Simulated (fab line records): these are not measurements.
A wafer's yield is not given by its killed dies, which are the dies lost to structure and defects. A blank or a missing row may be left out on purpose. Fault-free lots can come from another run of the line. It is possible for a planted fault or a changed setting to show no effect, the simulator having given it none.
A single fault, viewed from 2 desks ; flow gf180mcu ; each desk holds nothing but its own numbers, with what lay behind them at the end

THE METROLOGY DESK
Means of the sampled wafers that have a number, per lot and without regard to the tool the lot ran on: this is what the gauges read. The brackets show how far a lot's mean lies from the usual mean; more than 4 standard deviations puts the lot out of limits, marked OUT.
Columns: A = M1_ALCU_RS at GF_M1_RS_MEAS_05, usual 0.0689 ohm/sq; B = M1_ALCU_THK at GF_M1_THK_MEAS_06, usual 460 nm; C = cd-nm at GF_M1_CD_MEAS_14, usual 230.5 nm
lot;first seen here;A;B;C
L879;day 16 06:01;0.0695;455;230.4
L884;day 17 22:22;0.0691;459;229.2
L885;day 18 09:00;0.0683;466;228.0
L886;day 18 18:15;0.0690;462;230.8
L888;day 19 14:28;0.0612 (-11) OUT;531 (+15) OUT;231.8
L890;day 20 06:48;0.0612 (-11) OUT;524 (+13) OUT;229.3
L897;day 22 14:44;0.0688;461;232.5
L899;day 23 07:24;0.0683;462;231.0
L900;day 23 15:58;0.0684;461;230.4
L901;day 23 22:07;0.0676;467;229.3
L902;day 24 10:41;0.0688;461;230.8
This desk's result: L888, L890 out of limits, first on L888 (M1_ALCU_RS at GF_M1_RS_MEAS_05), day 19 14:28. L879, L884, L885, L886, L897, L899, L900, L901, L902: within limits.

DESK OF THE TOOL OWNER: pvd-sputter-03
The tool's own readings at GF_M1_SPUTTER_02 (material AlCu, target thk 450 nm, time 23.9 s): means of the sampled wafers that have a number, for each lot that ran on this tool. The brackets show how far a lot's mean lies from the usual mean; more than 4 standard deviations puts the lot out of limits, marked OUT.
Columns: A = throttle-valve-pct at GF_M1_SPUTTER_02, usual 30.4 %
lot;first seen here;A
L879;day 16 05:54;30.5
L884;day 17 22:14;30.8
L886;day 18 18:08;30.4
L888;day 19 14:22;30.3
L890;day 20 06:41;30.6
L899;day 23 07:17;30.5
L900;day 23 15:52;30.5
L901;day 23 21:59;31.1
This desk found nothing out of limits on any of the 8 lots.

PUT TOGETHER
On L888, L890, the metrology desk was in a position to raise an alarm at day 19 14:28.
The tool owner's desk saw nothing out of limits.
The tool owner's desk has L888, L890 on record, within its limits.
The lots listed all ran GF_M1_SPUTTER_02 on pvd-sputter-03.

WHAT THE SIMULATOR PUT IN
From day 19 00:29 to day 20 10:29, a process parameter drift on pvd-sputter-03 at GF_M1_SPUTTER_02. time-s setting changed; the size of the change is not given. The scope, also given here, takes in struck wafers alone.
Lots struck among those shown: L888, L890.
Per desk, hours elapsed from the start of the fault to the first reading out of limits: for the metrology desk, 14.
